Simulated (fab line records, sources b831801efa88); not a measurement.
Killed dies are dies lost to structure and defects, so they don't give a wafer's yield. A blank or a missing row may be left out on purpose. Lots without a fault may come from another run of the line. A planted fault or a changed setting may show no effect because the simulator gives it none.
Which tool did it? | flow gf180mcu | 6 lots, 18 wafers sampled, at 1 step of a route of 602

WHAT THE GAUGES READ, wafer by wafer
GF_DNWELL_TW_MEAS_09.
lot  | measured    | on            | DNWELL_TW
L550 | day 2 23:23 | film_metro-02 | 1328 1332 1331
L553 | day 3 15:59 | film_metro-02 | 1333 1336 1328
L555 | day 4 02:04 | film_metro-02 | 1341 1341 1338
L557 | day 4 13:32 | film_metro-02 | 1333 1338 1337
L559 | day 5 04:34 | film_metro-01 | 1354 1346 1353
L562 | day 5 16:38 | film_metro-04 | 1360 1345 1352

WHICH TOOL RAN EACH LOT (tool, then ch and the chambers of the sampled wafers, then the start)
The record holds no process step before these readings.

THE ANSWER, worked out from the rows above alone
Rule: what is usual is taken from the lots themselves. Put in order of their means at a reading, lots are off if they are a third of the lots or fewer, leave a main group of 4 or more, and stand apart from it by a gap of 3 or more times the standard deviation of the main group's means; of several such gaps the widest counts. A main group whose means are all the same, to the digits that the tables above print for the reading, isn't used. A lot without any number at a reading at which 4 lots or more have one is off too. The other lots that the step has rows for count as sound.
No lot is off at any reading shown: from this, nothing can be told.

WHAT THE SIMULATOR HAD PUT IN
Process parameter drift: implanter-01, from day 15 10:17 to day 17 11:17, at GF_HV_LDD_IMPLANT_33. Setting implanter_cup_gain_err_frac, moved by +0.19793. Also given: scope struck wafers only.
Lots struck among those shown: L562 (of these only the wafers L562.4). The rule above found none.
